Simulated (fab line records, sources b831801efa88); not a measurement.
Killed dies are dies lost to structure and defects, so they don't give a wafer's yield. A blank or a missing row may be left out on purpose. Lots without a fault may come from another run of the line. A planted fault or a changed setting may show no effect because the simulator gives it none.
fab line records | flow gf180mcu
record lots=24 wafers=72 last_day=34
route steps=602 shown STI@14 V1@356 V3@455 M4@457 PASSIVATION@587
lots that met no fault: from a run of the same line without faults
start_h: hours from the record's first day to the start of the lot's first wafer shown | wait_h: hours since the lot's step before | " the same as in the row above | L1.1+2: a row that stands for several wafers | - no value, or no start given | * or withheld: withheld | < > ~ a bound
route shown NAME@n: a module of which the file shows steps, and the number in the route of the first | usual: mean/standard deviation of fault-free wafers | same: alike in all rows | chamber/n: place in a boat | sites: the reading at each site | _std_site: their standard deviation | _edge_site: outer sites' mean less inner sites' | radius_mm: how far each site lies from the wafer's centre | mask NAME#n: copy n | behind: the tool/chamber that last shaped the wafer | hold: why the lot was held/for how many hours/how that ended | device: the transistor (n, p or np) that didn't switch | end of line: the same wafers' tests at the end of the route | a step without rows: its recipe alone | killed: dies lost to structure and defects at the first sort, not the wafer's yield | map: a wafer's dies, x killed, . not, _ none there
set.NAME: the setting as run; set.NAME@STEP: as run at that earlier step | model.NAME: the simulator's own value behind a step, which no gauge read
steps of the route over a sample of lots; a table a step, a row a wafer
services: from which hour (start_h, from the record's first day; less than 0 if before it) a tool's chamber was out of use, for how many hours, and why
## steps
# step GF_STI_ETCH_13
# recipe chemistry=CHF3/O2 stop_on=Si over_etch_frac=0.3 target_depth_a=2823.1 source_w=600 bias_w=200 pressure_mtorr=40 chf3_flow_sccm=50 O2_flow_sccm=5 time_s=112.9
# usual drypump_motor_current_A=5.6/0.4 oes_product_au=0.832/0.0063 throttle_valve_pct=8.810/0.0094
# same over_etch_frac=0.3 time_s=112.9
# columns lot.wafer tool chamber start_h wait_h drypump_motor_current_A oes_product_au rf_hours_counter_h throttle_valve_pct
L074.4 rie_diel-04 0 25.07 0.0 5.4 0.828 11 8.816
L074.5 " 2 " " 5.2 0.830 - 8.818
L074.6 " 3 " " 6.2 0.826 - 8.799
L075.4 rie_diel-04 1 30.23 0.0 6.1 0.828 26 8.818
L075.5 " 3 " " 6.2 0.829 - 8.808
L075.6 " 2 " " 5.2 0.835 - 8.821
L076.3 rie_diel-04 0 35.54 0.1 5.4 0.827 11 8.824
L076.5 " 1 " " 6.1 0.832 - 8.825
L076.6 " 2 " " 5.2 0.823 - 8.804
L077.4 rie_diel-03 3 41.49 0.0 5.0 0.834 0 8.820
L077.5 " 1 " " 5.7 0.834 - 8.808
L077.6 " 0 " " 6.1 0.836 - 8.820
L078.1 rie_diel-03 3 46.19 0.1 5.0 0.827 0 8.807
L078.2 " 0 " " 6.0 0.835 6 8.810
L078.3 " 2 " " 5.3 0.830 24 8.802
L079.2 rie_diel-03 1 50.87 0.1 5.6 0.830 8 8.815
L079.4 " 0 " " 6.0 0.831 6 8.817
L079.5 " 1 " " 5.6 0.834 - 8.811
L080.1 rie_diel-01 1 59.42 0.1 5.9 0.827 8 8.806
L080.3 " 2 " " 5.8 0.828 143 8.809
L080.4 " 0 " " 6.0 0.833 7 8.801
L081.1 rie_diel-03 1 66.52 0.1 5.7 0.823 8 8.818
L081.4 " 3 " " 5.0 0.830 1 8.818
L081.6 " 3 " " 4.9 0.826 - 8.810
L082.2 rie_diel-01 3 66.73 0.1 6.0 0.834 94 8.803
L082.4 " 0 " " 5.9 0.830 7 8.815
L082.5 " 2 " " 5.8 0.831 - 8.817
L083.3 rie_diel-04 0 75.42 0.1 5.4 0.831 12 8.783
L083.4 " 1 " " 6.1 0.823 - 8.798
L083.5 " 2 " " 5.2 0.839 - 8.818
L084.2 rie_diel-01 1 81.12 0.1 5.9 0.825 9 8.809
L084.4 " 3 " " 5.9 0.828 95 8.797
L084.6 " 3 " " 6.0 0.832 - 8.816
L085.3 rie_diel-01 2 84.79 0.1 5.8 0.837 144 8.818
L085.4 " 3 " " 5.9 0.835 95 8.826
L085.5 " 1 " " 5.9 0.833 - 8.800
L086.1 rie_diel-03 3 88.62 0.1 4.9 0.826 1 8.817
L086.4 " 1 " " 5.6 0.839 - 8.812
L086.5 " 0 " " 6.0 0.832 - 8.800
L087.4 rie_diel-03 1 93.73 0.0 5.6 0.828 9 8.813
L087.5 " 0 " " 6.0 0.831 - 8.802
L087.6 " 3 " " 5.0 0.828 - 8.812
L088.1 rie_diel-03 0 99.69 0.1 6.0 0.822 8 8.824
L088.2 " 1 " " 5.7 0.834 9 8.797
L088.4 " 3 " " 5.0 0.833 2 8.815
L089.2 rie_diel-03 1 105.02 0.1 5.6 0.838 9 8.830
L089.4 " 3 " " 5.0 0.841 2 8.825
L089.5 " 3 " " 5.0 0.832 - 8.817
L090.2 rie_diel-03 1 110.43 0.1 5.6 0.818 9 8.801
L090.4 " 3 " " 5.0 0.832 2 8.810
L090.6 " 2 " " 5.3 0.847 - 8.805
L091.1 rie_diel-04 1 112.68 0.1 6.1 0.842 28 8.807
L091.2 " 2 " " 5.2 0.842 93 8.820
L091.6 " 2 " " 5.2 0.840 - 8.812
L092.1 rie_diel-04 0 118.29 0.1 5.4 0.828 14 8.805
L092.4 " 2 " " 5.2 0.836 - 8.804
L092.5 " 1 " " 6.1 0.835 - 8.798
L093.4 rie_diel-03 1 124.09 0.0 5.7 0.840 10 8.801
L093.5 " 0 " " 6.0 0.843 - 8.805
L093.6 " 1 " " 5.6 0.835 - 8.833
L094.2 rie_diel-03 3 128.88 0.1 4.9 0.827 3 8.806
L094.4 " 0 " " 6.1 0.832 9 8.810
L094.5 " 2 " " 5.3 0.829 - 8.800
L095.1 rie_diel-03 0 134.08 0.1 6.1 0.849 9 8.808
L095.4 " 2 " " 5.3 0.841 26 8.818
L095.6 " 1 " " 5.6 0.837 - 8.824
L096.2 rie_diel-03 2 139.72 0.1 5.3 0.825 26 8.809
L096.4 " 0 " " 6.0 0.824 9 8.816
L096.6 " 0 " " 6.0 0.827 - 8.827
L097.1 rie_diel-01 1 145.49 0.1 5.9 0.834 10 8.810
L097.2 " 0 " " 5.9 0.833 9 8.804
L097.5 " 0 " " 6.0 0.837 - 8.813
# step GF_STI_CMP_25
# recipe stop_on=Si3N4 t_overpolish_s=33 down_force_psi=4 platen_rpm=60 target_thk_nm=524.6 pad_velocity_m_s=0.94248
# usual head_pressure_psi=4.001/0.0087 motor_current_A=12.3/1.4 overpolish_run_s=33.000/0.0086 time_to_endpoint_s=125/3.8
# columns lot.wafer tool chamber start_h wait_h head_pressure_psi motor_current_A overpolish_run_s time_to_endpoint_s
L074.4 cmp-01 0 28.13 0.1 4.014 12.8 33.018 126
L074.5 " 2 " " 3.994 11.0 33.016 121
L074.6 " 3 " " 3.999 11.3 32.990 119
L075.4 cmp-02 2 33.25 0.1 3.982 12.7 33.006 131
L075.5 " 1 " " 4.001 14.5 33.013 133
L075.6 " 2 " " 3.996 12.6 32.983 131
L076.3 cmp-02 3 37.99 0.2 3.999 12.1 33.002 123
L076.6 " 0 " " 3.978 10.3 33.005 129
L076.5 " 1 " " 3.980 14.1 33.007 132
L078.1 cmp-01 3 48.67 0.1 4.006 10.8 32.994 129
L078.3 " 0 " " 4.013 12.7 33.001 122
L078.2 " 1 " " 4.007 11.9 32.991 126
L077.4 cmp-02 0 48.75 0.2 4.010 11.4 33.008 126
L077.5 " 1 " " 4.012 15.0 32.995 128
L077.6 " 2 " " 3.999 12.9 33.000 121
L079.2 cmp-02 1 56.77 0.0 4.006 15.5 32.999 133
L079.4 " 0 " " 4.002 10.0 32.991 129
L079.5 " 2 " " 4.004 13.0 33.003 129
L080.3 cmp-01 3 67.77 0.0 3.997 10.8 33.010 124
L080.4 " 0 " " 4.011 12.2 32.998 123
L080.1 " 1 " " 3.993 11.6 32.992 126
L082.4 cmp-02 2 71.70 0.0 4.006 12.9 33.000 132
L082.2 " 3 " " 4.005 11.8 33.022 125
L082.5 " 3 " " 4.016 12.6 33.008 126
L081.4 cmp-01 2 71.83 0.2 4.002 11.2 32.992 125
L081.1 " 3 " " 4.010 11.2 32.983 129
L081.6 " 0 " " 4.005 12.2 32.995 123
L083.3 cmp-02 2 80.83 0.1 3.995 13.0 33.007 122
L083.4 " 3 " " 3.999 12.6 32.997 118
L083.5 " 0 " " 4.014 10.8 32.994 120
L084.4 cmp-02 2 87.93 0.5 4.001 12.9 32.994 123
L084.2 " 3 " " 3.996 13.2 32.988 121
L084.6 " 2 " " 4.010 12.9 33.011 126
L085.4 cmp-02 3 88.23 0.8 3.990 13.5 33.005 121
L085.3 " 2 " " 4.017 12.6 33.000 125
L085.5 " 0 " " 3.993 10.6 32.998 122
L086.4 cmp-01 3 92.96 0.1 4.003 10.8 33.001 127
L086.1 " 1 " " 3.999 12.0 32.995 129
L086.5 " 3 " " 4.012 11.0 32.996 130
L087.4 cmp-02 2 96.61 0.2 4.007 12.1 33.001 132
L087.5 " 3 " " 3.996 12.6 32.991 123
L087.6 " 0 " " 3.996 11.1 33.013 126
L088.1 cmp-01 3 101.64 0.1 3.998 11.1 32.995 123
L088.2 " 0 " " 3.999 13.3 33.010 124
L088.4 " 1 " " 3.996 12.1 33.012 124
L089.4 cmp-02 3 107.34 0.0 4.007 12.5 33.009 123
L089.2 " 1 " " 4.008 14.8 32.998 132
L089.5 " 3 " " 3.995 12.2 32.994 122
L090.2 cmp-02 1 113.73 0.0 4.012 14.3 32.996 123
L090.4 " 3 " " 4.003 12.7 33.011 119
L090.6 " 1 " " 4.004 14.1 32.996 121
L091.2 cmp-02 1 114.96 0.1 4.003 14.7 33.008 129
L091.1 " 2 " " 4.010 12.2 32.994 127
L091.6 " 0 " " 3.997 10.8 33.004 123
L092.1 cmp-01 1 120.27 0.1 4.008 11.5 33.007 127
L092.4 " 2 " " 4.007 10.8 33.007 125
L092.5 " 1 " " 4.012 12.3 32.988 126
L093.4 cmp-02 2 127.14 0.0 3.994 13.2 32.994 120
L093.5 " 2 " " 3.989 12.5 32.996 124
L093.6 " 3 " " 4.004 12.9 33.010 117
L094.2 cmp-02 0 130.83 0.0 4.007 10.9 32.998 123
L094.4 " 3 " " 4.005 12.8 33.019 121
L094.5 " 1 " " 3.996 14.6 32.995 125
L095.1 cmp-01 1 136.01 0.1 3.993 12.3 32.984 123
L095.4 " 2 " " 4.002 10.5 33.002 124
L095.6 " 2 " " 4.000 10.5 32.995 125
L096.2 cmp-02 1 142.45 0.1 3.996 14.9 33.003 129
L096.4 " 2 " " 3.996 12.2 33.014 127
L096.6 " 0 " " 4.004 11.3 32.990 123
L097.1 cmp-02 1 147.61 0.1 4.009 14.9 33.007 124
L097.2 " 2 " " 3.997 13.2 33.005 125
L097.5 " 1 " " 3.998 14.7 33.002 124
# step GF_V1_SPUTTER_21
# recipe material=Ti target_thk_nm=15 chamber_pressure_pa=5 power_w=2500 substrate_temp_c=200 time_s=80.02
# usual throttle_valve_pct=30.1/1
# same time_s=80.02
# columns lot.wafer tool chamber start_h wait_h throttle_valve_pct
L074.4 pvd_sputter-01 - 404.62 0.0 32.0
L074.5 " - " " 29.1
L074.6 " - " " 31.8
L075.4 pvd_sputter-01 - 410.70 0.0 31.6
L075.5 " - " " 31.7
L075.6 " - " " 31.7
L076.3 pvd_sputter-04 - 420.56 0.0 29.4
L076.5 " - " " 31.1
L076.6 " - " " 29.1
L078.1 pvd_sputter-04 - 449.58 0.0 28.5
L078.2 " - " " 30.8
L078.3 " - " " 30.0
L077.4 pvd_sputter-02 - 455.58 0.0 30.4
L077.5 " - " " 29.5
L077.6 " - " " 30.4
L079.2 pvd_sputter-01 - 470.03 0.0 31.5
L079.4 " - " " 32.0
L079.5 " - " " 29.1
L080.1 pvd_sputter-04 - 484.02 0.0 30.2
L080.3 " - " " 28.6
L080.4 " - " " 29.1
L082.2 pvd_sputter-02 - 494.59 0.0 29.0
L082.4 " - " " 30.4
L082.5 " - " " 30.7
L081.1 pvd_sputter-02 - 497.83 0.0 29.9
L081.4 " - " " 30.7
L081.6 " - " " 29.2
L083.3 pvd_sputter-02 - 513.02 0.0 30.4
L083.4 " - " " 29.0
L083.5 " - " " 30.0
L084.2 pvd_sputter-01 - 517.17 0.0 31.6
L084.4 " - " " 32.0
L084.6 " - " " 29.2
L085.3 pvd_sputter-02 - 519.76 0.0 29.3
L085.4 " - " " 29.9
L085.5 " - " " 29.7
L086.1 pvd_sputter-01 - 527.98 0.0 30.3
L086.4 " - " " 32.1
L086.5 " - " " 29.2
L087.4 pvd_sputter-04 - 531.28 0.0 30.4
L087.5 " - " " 29.9
L087.6 " - " " 28.3
L088.1 pvd_sputter-01 - 539.23 0.0 30.6
L088.2 " - " " 29.2
L088.4 " - " " 31.6
L089.2 pvd_sputter-04 - 551.43 0.0 28.4
L089.4 " - " " 29.2
L089.5 " - " " 30.3
L090.2 pvd_sputter-01 - 560.26 0.0 30.8
L090.4 " - " " 31.5
L090.6 " - " " 32.2
L091.1 pvd_sputter-02 - 560.88 0.0 30.2
L091.2 " - " " 29.7
L091.6 " - " " 29.8
L092.1 pvd_sputter-02 - 569.85 0.0 29.7
L092.4 " - " " 29.2
L092.5 " - " " 29.9
L093.4 pvd_sputter-01 - 577.67 0.0 30.6
L093.5 " - " " 31.8
L093.6 " - " " 29.2
L094.2 pvd_sputter-04 - 586.55 0.0 28.8
L094.4 " - " " 28.2
L094.5 " - " " 29.9
L095.1 pvd_sputter-04 - 587.56 0.0 30.6
L095.4 " - " " 28.5
L095.6 " - " " 30.7
L096.2 pvd_sputter-01 - 596.26 0.0 31.8
L096.4 " - " " 29.6
L096.6 " - " " 29.3
L097.1 pvd_sputter-04 - 603.72 0.0 29.0
L097.2 " - " " 30.2
L097.5 " - " " 30.0
# step GF_V3_CMP_26
# recipe stop_on=SiO2 down_force_psi=3.5 platen_rpm=60 t_overpolish_s=15 target_thk_nm=0 pad_velocity_m_s=0.94248
# usual head_pressure_psi=3.500/0.0084 motor_current_A=11.2/1.2 overpolish_run_s=14.999/0.01 time_to_endpoint_s=86/3.3
# columns lot.wafer tool chamber start_h wait_h head_pressure_psi motor_current_A overpolish_run_s time_to_endpoint_s
L074.4 cmp-02 3 507.68 0.2 3.497 12.0 14.989 87
L074.6 " 0 " " 3.504 10.1 14.996 92
L074.5 " 1 " " 3.493 13.8 15.013 94
L075.4 cmp-02 0 512.97 0.0 3.487 10.3 15.005 86
L075.5 " 0 " " 3.494 9.9 14.988 91
L075.6 " 1 " " 3.504 13.2 15.012 89
L076.3 cmp-01 3 523.53 0.2 3.481 10.1 15.000 80
L076.5 " 0 " " 3.502 11.7 14.999 80
L076.6 " 1 " " 3.502 11.1 14.995 82
L078.1 cmp-02 2 549.91 0.1 3.497 11.2 15.001 92
L078.3 " 3 " " 3.500 11.3 14.993 88
L078.2 " 0 " " 3.510 10.5 14.996 93
L077.4 cmp-01 3 555.94 0.1 3.494 10.1 15.016 85
L077.5 " 2 " " 3.512 9.2 15.002 90
L077.6 " 3 " " 3.501 9.8 14.990 85
L079.4 cmp-02 1 569.86 0.1 3.497 13.6 14.995 89
L079.2 " 2 " " 3.506 11.3 14.984 89
L079.5 " 1 " " 3.514 14.5 14.995 88
L080.1 cmp-02 2 581.96 0.1 3.517 11.3 14.996 87
L080.4 " 3 " " 3.487 11.8 14.997 83
L080.3 " 0 " " 3.498 10.1 14.993 88
L082.2 cmp-01 2 591.46 0.0 3.497 10.1 14.989 82
L082.4 " 1 " " 3.487 10.8 14.991 85
L082.5 " 2 " " 3.508 9.7 15.000 85
L081.1 cmp-02 2 594.38 0.1 3.502 11.5 14.982 88
L081.4 " 0 " " 3.506 9.9 14.989 90
L081.6 " 2 " " 3.497 11.5 15.000 91
L083.3 cmp-01 3 608.06 0.1 3.506 9.8 14.998 82
L083.4 " 0 " " 3.495 11.7 15.014 82
L083.5 " 1 " " 3.505 11.1 14.989 80
L084.2 cmp-01 3 610.46 0.0 3.509 9.5 15.007 86
L084.4 " 1 " " 3.490 10.4 15.006 82
L084.6 " 3 " " 3.514 10.5 15.001 85
L085.4 cmp-02 3 612.90 0.0 3.497 12.1 14.990 84
L085.3 " 0 " " 3.498 10.1 15.014 88
L085.5 " 3 " " 3.495 11.6 14.983 82
L086.4 cmp-01 3 620.45 0.1 3.505 10.1 14.995 89
L086.1 " 0 " " 3.510 11.7 14.998 84
L086.5 " 2 " " 3.493 10.0 15.004 86
L087.4 cmp-01 1 625.15 0.1 3.504 11.3 14.994 84
L087.6 " 3 " " 3.486 10.5 14.996 83
L087.5 " 0 " " 3.501 11.6 15.005 86
L088.1 cmp-02 1 630.34 0.1 3.490 13.1 15.009 87
L088.4 " 2 " " 3.506 11.3 15.004 85
L088.2 " 0 " " 3.488 9.6 15.013 88
L089.2 cmp-02 3 641.67 0.0 3.502 11.9 15.005 80
L089.4 " 1 " " 3.515 13.1 15.013 87
L089.5 " 3 " " 3.496 12.3 15.004 82
L090.2 cmp-01 1 649.49 0.1 3.500 10.8 15.005 86
L090.4 " 3 " " 3.501 9.7 14.996 87
L090.6 " 1 " " 3.499 11.1 14.975 86
L091.2 cmp-02 0 650.23 0.1 3.512 9.1 14.990 81
L091.1 " 1 " " 3.507 13.3 14.993 85
L091.6 " 3 " " 3.486 11.8 15.015 84
L092.4 cmp-02 2 658.01 0.0 3.503 11.7 15.016 86
L092.1 " 0 " " 3.485 10.0 15.001 87
L092.5 " 3 " " 3.500 12.5 14.997 81
L093.4 cmp-02 0 664.86 0.1 3.502 10.1 15.007 84
L093.6 " 3 " " 3.508 11.8 15.001 80
L093.5 " 0 " " 3.506 10.0 15.009 83
L094.4 cmp-01 3 672.55 0.1 3.510 10.2 14.990 87
L094.2 " 0 " " 3.496 11.9 15.020 87
L094.5 " 3 " " 3.490 10.5 14.989 89
L095.4 cmp-01 3 674.90 0.1 3.509 9.9 15.005 86
L095.1 " 1 " " 3.502 10.9 14.991 85
L095.6 " 3 " " 3.509 9.9 15.009 87
L096.4 cmp-02 1 681.10 0.0 3.496 12.9 15.012 90
L096.2 " 3 " " 3.497 12.0 14.986 82
L096.6 " 1 " " 3.497 12.6 15.002 87
L097.2 cmp-01 0 687.77 0.0 3.495 11.6 15.005 86
L097.1 " 2 " " 3.515 10.6 14.992 86
L097.5 " 1 " " 3.501 10.5 14.990 85
# step GF_M4_SPUTTER_01
# recipe material=TiN target_thk_nm=30 power_w=6500 time_s=25 chamber_pressure_pa=0.4
# usual throttle_valve_pct=30.2/1.1
# same time_s=25
# columns lot.wafer tool chamber start_h wait_h throttle_valve_pct
L074.4 pvd_sputter-01 - 507.93 0.1 32.0
L074.5 " - " " 30.9
L074.6 " - " " 31.5
L075.4 pvd_sputter-01 - 513.37 0.1 31.6
L075.5 " - " " 30.5
L075.6 " - " " 31.7
L076.3 pvd_sputter-01 - 523.78 0.1 31.8
L076.5 " - " " 31.6
L076.6 " - " " 30.8
L078.1 pvd_sputter-04 - 550.31 0.1 29.8
L078.2 " - " " 29.1
L078.3 " - " " 30.9
L077.4 pvd_sputter-03 - 556.29 0.1 30.7
L077.5 " - " " 29.1
L077.6 " - " " 31.5
L079.2 pvd_sputter-01 - 570.21 0.1 29.2
L079.4 " - " " 30.7
L079.5 " - " " 31.6
L080.1 pvd_sputter-03 - 582.36 0.1 29.5
L080.3 " - " " 29.3
L080.4 " - " " 31.5
L082.2 pvd_sputter-03 - 591.86 0.1 31.1
L082.4 " - " " 29.7
L082.5 " - " " 29.2
L081.1 pvd_sputter-04 - 594.78 0.1 30.3
L081.4 " - " " 28.4
L081.6 " - " " 30.1
L083.3 pvd_sputter-01 - 608.36 0.1 31.7
L083.4 " - " " 29.7
L083.5 " - " " 30.8
L084.2 pvd_sputter-01 - 610.86 0.1 31.7
L084.4 " - " " 30.4
L084.6 " - " " 31.8
L085.3 pvd_sputter-04 - 613.30 0.1 31.0
L085.4 " - " " 29.3
L085.5 " - " " 28.5
L086.1 pvd_sputter-04 - 620.75 0.1 28.3
L086.4 " - " " 28.7
L086.5 " - " " 29.3
L087.4 pvd_sputter-01 - 625.45 0.1 32.0
L087.5 " - " " 31.7
L087.6 " - " " 31.8
L088.1 pvd_sputter-01 - 630.74 0.1 31.8
L088.2 " - " " 31.5
L088.4 " - " " 30.4
L089.2 pvd_sputter-03 - 642.07 0.1 29.2
L089.4 " - " " 29.6
L089.5 " - " " 29.2
L090.2 pvd_sputter-03 - 649.84 0.1 29.0
L090.4 " - " " 29.6
L090.6 " - " " 29.7
L091.1 pvd_sputter-04 - 650.53 0.1 28.7
L091.2 " - " " 29.2
L091.6 " - " " 29.0
L092.1 pvd_sputter-04 - 658.41 0.1 29.2
L092.4 " - " " 28.5
L092.5 " - " " 30.2
L093.4 pvd_sputter-03 - 665.21 0.1 29.3
L093.5 " - " " 29.2
L093.6 " - " " 30.0
L094.2 pvd_sputter-01 - 672.90 0.1 31.7
L094.4 " - " " 29.2
L094.5 " - " " 30.6
L095.1 pvd_sputter-01 - 675.25 0.1 31.6
L095.4 " - " " 32.2
L095.6 " - " " 31.6
L096.2 pvd_sputter-01 - 681.50 0.1 29.1
L096.4 " - " " 31.3
L096.6 " - " " 31.5
L097.1 pvd_sputter-04 - 688.17 0.1 30.4
L097.2 " - " " 28.4
L097.5 " - " " 30.0
# step GF_PASSIVATION_CVD_00
# recipe material=SiO2 target_thk_nm=1000 precursor=TEOS temp_c=400 time_s=111.95 rf_w=600
# usual heater_power_w=632/100
# same time_s=111.95
# columns lot.wafer tool chamber start_h wait_h heater_power_w
L074.4 pecvd-02 1 646.41 0.0 730
L074.5 " 2 " " 677
L074.6 " 0 " " 912
L075.4 pecvd-02 1 649.36 0.0 733
L075.5 " 0 " " 738
L075.6 " 2 " " 587
L076.3 pecvd-01 0 659.03 0.0 555
L076.5 " 0 " " 585
L076.6 " 2 " " 642
L078.1 pecvd-01 1 680.22 0.0 531
L078.2 " 0 " " 601
L078.3 " 2 " " 627
L077.4 pecvd-04 2 684.44 0.0 601
L077.5 " 0 " " 637
L077.6 " 1 " " 631
L079.2 pecvd-04 0 697.93 0.0 688
L079.4 " 2 " " 634
L079.5 " 0 " " 553
L080.1 pecvd-01 1 707.49 0.0 516
L080.3 " 2 " " 664
L080.4 " 2 " " 729
L082.2 pecvd-04 1 715.37 0.0 536
L082.4 " 0 " " 677
L082.5 " 1 " " 588
L081.1 pecvd-01 1 719.72 0.0 535
L081.4 " 2 " " 762
L081.6 " 1 " " 429
L083.3 pecvd-02 0 729.41 0.0 905
L083.4 " 0 " " 719
L083.5 " 1 " " 607
L084.2 pecvd-01 0 732.01 0.0 547
L084.4 " 2 " " 792
L084.6 " 1 " " 434
L085.3 pecvd-04 2 734.92 0.0 573
L085.4 " 2 " " 622
L085.5 " 0 " " 655
L086.1 pecvd-04 1 742.26 0.0 535
L086.4 " 1 " " 581
L086.5 " 2 " " 592
L087.4 pecvd-02 1 746.06 0.0 616
L087.5 " 2 " " 593
L087.6 " 0 " " 810
L088.1 pecvd-04 2 747.91 0.0 641
L088.2 " 0 " " 591
L088.4 " 1 " " 495
L089.2 pecvd-04 1 759.85 0.0 528
L089.4 " 2 " " 515
L089.5 " 1 " " 586
L090.2 pecvd-04 0 765.86 0.0 654
L090.4 " 1 " " 488
L090.6 " 0 " " 550
L091.1 pecvd-01 1 766.16 0.0 552
L091.2 " 2 " " 744
L091.6 " 0 " " 495
L092.1 pecvd-02 0 774.11 0.0 794
L092.4 " 0 " " 858
L092.5 " 2 " " 674
L093.4 pecvd-02 2 778.67 0.0 694
L093.5 " 1 " " 747
L093.6 " 0 " " 828
L094.2 pecvd-04 0 784.64 0.0 677
L094.4 " 2 " " 654
L094.5 " 0 " " 555
L095.1 pecvd-04 0 786.71 0.0 593
L095.4 " 1 " " 557
L095.6 " 2 " " 619
L096.2 pecvd-04 0 793.17 0.0 654
L096.4 " 1 " " 486
L096.6 " 2 " " 525
L097.1 pecvd-02 1 797.19 0.0 628
L097.2 " 2 " " 756
L097.5 " 1 " " 681
## services
# columns tool chamber start_h hours kind
cmp-02 - 17.38 0.2 repair
cmp-02 - 20.79 3.2 pm
cmp-01 - 42.73 4.3 repair
cmp-02 - 64.23 4.0 pm
cmp-02 - 74.07 1.7 repair
cmp-02 - 91.32 0.8 repair
cmp-02 - 133.42 3.4 repair
cmp-02 - 204.23 0.3 repair
pvd_sputter-01 - 209.64 1.6 repair
cmp-02 - 275.11 0.3 repair
pvd_sputter-01 - 290.00 5.3 repair
pvd_sputter-01 - 299.19 20.2 repair
cmp-02 - 389.79 3.3 pm
cmp-02 - 404.23 4.0 pm
pvd_sputter-01 - 405.16 5.3 repair
cmp-02 - 407.11 0.5 repair
cmp-02 - 428.32 0.6 repair
pvd_sputter-01 - 584.88 11.2 repair
pvd_sputter-01 - 637.10 4.1 repair
cmp-02 - 639.71 0.6 repair
cmp-02 - 744.23 4.0 pm
cmp-02 - 748.08 1.2 repair
cmp-02 - 758.79 3.5 pm
cmp-02 - 781.25 1.9 repair
## key
fault none
